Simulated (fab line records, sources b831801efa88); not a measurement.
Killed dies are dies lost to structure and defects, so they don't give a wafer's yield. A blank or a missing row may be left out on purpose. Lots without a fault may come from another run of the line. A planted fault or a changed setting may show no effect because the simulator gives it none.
One fault seen from 2 desks | flow sky130 | each desk has only its own numbers; what lay behind them comes last

THE METROLOGY DESK
What the gauges read, lot by lot, whatever tool the lot ran on: means of the sampled wafers that have a number. A lot is out of limits, marked OUT, if its mean lies more than 4 standard deviations from the usual mean; the brackets give that distance.
Columns: A = CONTACT_W_RS at SKY_CONTACT_RS_MEAS_25, usual 0.338 ohm/sq; B = CONTACT_W_THK at SKY_CONTACT_THK_MEAS_26, usual 337 nm; C = METAL1_ALCU_RS at SKY_METAL1_RS_MEAS_05, usual 0.1270 ohm/sq; D = METAL1_ALCU_THK at SKY_METAL1_THK_MEAS_06, usual 253 nm; E = cd_nm at SKY_METAL1_CD_MEAS_15, usual 140.1 nm; F = METAL1_OVL at SKY_METAL1_OVL_MEAS_16, usual 4 nm
lot  | first seen here | A     | B   | C      | D   | E     | F
L525 | day 32 01:19    | 0.337 | 341 | 0.1261 | 255 | 140.6 | 5
L532 | day 35 00:43    | 0.336 | 340 | 0.1255 | 256 | 139.5 | 4
L538 | day 36 12:40    | 0.340 | 336 | 0.1278 | 254 | 141.6 | -5
L541 | day 37 07:46    | 0.337 | 335 | 0.1259 | 256 | 137.6 | 7
L544 | day 38 01:48    | 0.340 | 335 | 0.1264 | 256 | 140.0 | 6
L546 | day 38 17:07    | 0.335 | 341 | 0.1271 | 251 | 142.2 | 6
This desk's finding: nothing out of limits on any of the 6 lots.

THE TOOL OWNER'S DESK: litho_track-04
The tool's own readings at SKY_METAL1_COAT_09 (resist thk 60 nm): means of the sampled wafers that have a number, for each lot that ran on this tool. A lot is out of limits, marked OUT, if its mean lies more than 4 standard deviations from the usual mean; the brackets give that distance.
Columns: A = spin_speed_rpm at SKY_METAL1_COAT_09, usual 2999.8 rpm
lot  | first seen here | A
L525 | day 32 15:07    | 2999.3
L532 | day 35 13:44    | 2997.9
L538 | day 37 02:40    | 2947.7 (-24) OUT
L541 | day 37 20:50    | 2948.2 (-23) OUT
This desk's finding: out of limits on L538, L541; first on L538, day 37 02:40 (spin_speed_rpm at SKY_METAL1_COAT_09). In limits: L525, L532.

PUT TOGETHER
The tool owner's desk could have raised an alarm at day 37 02:40, on L538, L541.
The metrology desk saw nothing out of limits.
The metrology desk has L538, L541 on record, within its limits.
Of the lots named, all ran SKY_METAL1_COAT_09 on litho_track-04.

WHAT THE SIMULATOR HAD PUT IN
Process parameter drift: litho_track-04, from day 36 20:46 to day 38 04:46, at SKY_METAL1_COAT_09. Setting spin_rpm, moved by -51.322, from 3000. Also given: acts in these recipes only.
Lots struck among those shown: L538, L541.
Hours from the fault's start to each desk's first reading out of limits: the tool owner's desk, 6.
